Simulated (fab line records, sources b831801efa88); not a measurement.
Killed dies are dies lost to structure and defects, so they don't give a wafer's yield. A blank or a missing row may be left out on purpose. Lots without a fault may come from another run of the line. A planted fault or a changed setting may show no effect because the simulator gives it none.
A struck lot beside a sound one | flow gf180mcu | 15 steps out of a route of 602
Sound: wafers L874.2, L874.3, L874.5. Struck: wafers L887.2, L887.4, L887.5. The cause comes at the end.
At each step with rows: each side's tool, then ch and its chambers, then its first start. Under that, the readings that differ: sound wafers | struck wafers | difference of the means | sigmas: that difference in standard deviations of wafers without a fault.
alike: readings whose means differ by less than 2 such deviations, and words and numbers that are the same on both sides. not compared: withheld readings, readings that some wafer has no value for, bounds like >300 that may hide the same value, and numbers for which the record gives no deviation and whose values overlap.
The two part at a step that has a row with sigmas, a row that says differs or no value, or rows on one side only. Numbers that don't overlap but have no deviation are shown without sigmas and don't part them. A reading that every wafer of one side lacks parts them only if that side has two wafers or more.

GF_HV_LDD_STRIP_10: strips in O2/N2.
  sound on plasma_asher-01 ch 0, day 12 09:55; struck on plasma_asher-04 ch 0, day 16 01:22
  alike: drypump_motor_current_A, heater_power_w, oes_product_au, platen_temp_c, strip_time_to_endpoint_s
  not compared: rf_hours_counter_h
GF_HV_LDD_TW_MEAS_11:
  sound on film_metro-03, day 12 10:01; struck on film_metro-04, day 16 01:28
  alike: HV_LDD_TW
then, 7 steps without rows for these wafers: GF_HV_LDD_DEHYDRATE_12 (time 60 s); GF_HV_LDD_HMDS_13 (prime time 60 s); GF_HV_LDD_COAT_14 (resist thk 1000 nm); GF_HV_LDD_SOFTBAKE_15 (time 60 s); GF_HV_LDD_EXPOSE_16 (exposes mask Pplus LV AREA, target cd 400 nm); GF_HV_LDD_PEB_17; GF_HV_LDD_DEVELOP_18 (develop time 60 s).
GF_HV_LDD_CD_MEAS_19: target cd 400 nm.
  sound on cd_sem-01, day 13 05:22; struck on cd_sem-01, day 16 23:28
  alike: cd_nm
GF_HV_LDD_OVL_MEAS_20:
  sound on overlay-02, day 13 05:29; struck on overlay-01, day 16 23:35
  alike: HV_LDD_01_OVL
then, 1 step without rows for these wafers: GF_HV_LDD_IMPLANT_21.
GF_HV_LDD_STRIP_22: strips in O2/N2.
  sound on plasma_asher-01 ch 0,1, day 13 05:40; struck on plasma_asher-04 ch 0,1, day 16 23:46
  reading                      | sound                | struck               | difference | sigmas
  heater_power_w (W)           | 327 335 339          | 314 312 310          | -22        | -2
  oes_product_au (a.u.)        | 0.715 0.722 0.717    | 0.643 0.653 0.643    | -0.072     | -17
  platen_temp_c (C)            | 249.71 250.11 250.22 | 241.98 241.62 242.12 | -8.11      | -45
  strip_time_to_endpoint_s (s) | 12.62 12.62 12.65    | 14.80 14.87 14.86    | +2.21      | +54
  alike: drypump_motor_current_A
  not compared: rf_hours_counter_h
GF_HV_LDD_TW_MEAS_23:
  sound on film_metro-01, day 13 05:46; struck on film_metro-03, day 16 23:52
  alike: HV_LDD_2_TW
GF_PASSIVATION_PROBE_99:
  the record has rows for the sound wafers here (prober-02, day 31 13:32) and none for the struck ones

WHERE THEY PART
First at GF_HV_LDD_STRIP_22; last, within this record, at GF_PASSIVATION_PROBE_99.

WHY: what the simulator had put in
Process parameter drift: plasma_asher-04, from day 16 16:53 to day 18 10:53, at GF_HV_LDD_STRIP_22. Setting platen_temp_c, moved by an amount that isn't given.
